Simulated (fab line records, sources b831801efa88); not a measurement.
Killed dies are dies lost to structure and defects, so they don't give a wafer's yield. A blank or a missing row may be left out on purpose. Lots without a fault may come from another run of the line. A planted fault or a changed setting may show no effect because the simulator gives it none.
Problem report in the 8D (eight disciplines) form, filled by code | flow gf180mcu | the parts of the form that need people (team, actions taken, sign-off) are left out

1. THE PROBLEM
V2_W_RS at GF_V2_RS_MEAS_24 reads a mean of 0.247 ohm/sq on 6 wafers of 2 lots; wafers without a fault read 0.328 ohm/sq with a standard deviation of 0.0048. That is -17 standard deviations from the usual mean.
The step: measures by four-point-probe.
First seen on wafer L162.2, day 25 01:05, on film_metro-01. The record holds 30 wafers of 10 lots with a number at this step. Rule for "out", or "out of limits": more than 4 standard deviations from the usual mean. The other wafers with a number count as sound.

2. WHAT IT IS AND WHAT IT IS NOT
question                    | is                           | is not
which readings at this step | V2_W_RS                      | -
which lots                  | L162, L164                   | L149, L150, L151, L156, L165, L169, L171, L172
which wafers of those lots  | all that have a number       | -
read on which gauges        | film_metro-01, film_metro-02 | film_metro-03
when                        | from day 25 01:05            | up to then (12 sound wafers); but 12 sound wafers of L165, L169, L171, L172 came after

3. SUSPECTS, AND WHAT RULES EACH OUT
Counting: a tool at a process step up to the reading stays a suspect if it ran every lot that is out and no sound lot after the first of them.
- the gauge at GF_V2_RS_MEAS_24: ruled out. The wafers that are out were read on 2 gauges (film_metro-01, film_metro-02).
- cvd_w-02 at GF_V2_CVD_23 (deposits W, target thk 350 nm, time 104.94 s): kept. It ran every lot that is out, first L162 (day 25 00:58), and no sound lot after that; its last sound lot up to then is L150 (day 20 20:46). Its own readings are out on those wafers: susceptor_temp_C.
Left after counting: cvd_w-02 at GF_V2_CVD_23.

4. THE CAUSE (what the simulator had put in)
Process parameter drift: cvd_w-02, from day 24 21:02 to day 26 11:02, at GF_V2_CVD_23. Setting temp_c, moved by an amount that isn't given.
Counting left only this tool.

5. THE CHAIN OF EFFECTS, in route order
Each row: a reading whose mean over the struck wafers that have a number lies more than 3 standard deviations from the usual. Only readings for which the record gives a usual standard deviation are gone through. hours: the time from each lot's start at the first step in this table that gives one to its start at this step, as a median over the lots. sigmas: the change in usual standard deviations.
hours | step              | reading              | usual        | on struck wafers | change | sigmas
0     | GF_V2_CVD_23      | heater_power_outer_w | 543 W        | 632              | +89    | +3.9
0     | GF_V2_CVD_23      | susceptor_temp_C     | 399.99 C     | 416.29           | +16.30 | +78
0     | GF_V2_RS_MEAS_24  | V2_W_RS              | 0.328 ohm/sq | 0.247            | -0.081 | -17
8     | GF_V2_THK_MEAS_25 | V2_W_THK             | 354 nm       | 471              | +117   | +20
11    | GF_V2_CMP_26      | time_to_endpoint_s   | 88 s         | 110              | +22    | +4.9
The process steps in it:
- GF_V2_CVD_23: deposits W, target thk 350 nm, time 104.94 s.
- GF_V2_CMP_26: polishes, stops on SiO2, t overpolish 15 s, target thk 0 nm.

6. WHAT WOULD HAVE CAUGHT IT SOONER
In this record the first reading out of limits at a measuring or inspecting step was taken at day 25 01:05, 4 hours after the fault began at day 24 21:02.
The tool's own readings at GF_V2_CVD_23 were out on every struck wafer that the step has a row for (susceptor_temp_C): an alarm limit on them would have fired on the first of those.
Of the lots that are out (2), L164 began GF_V2_CVD_23 on cvd_w-02 after day 25 01:05. A hold on the tool at that time would have spared it.
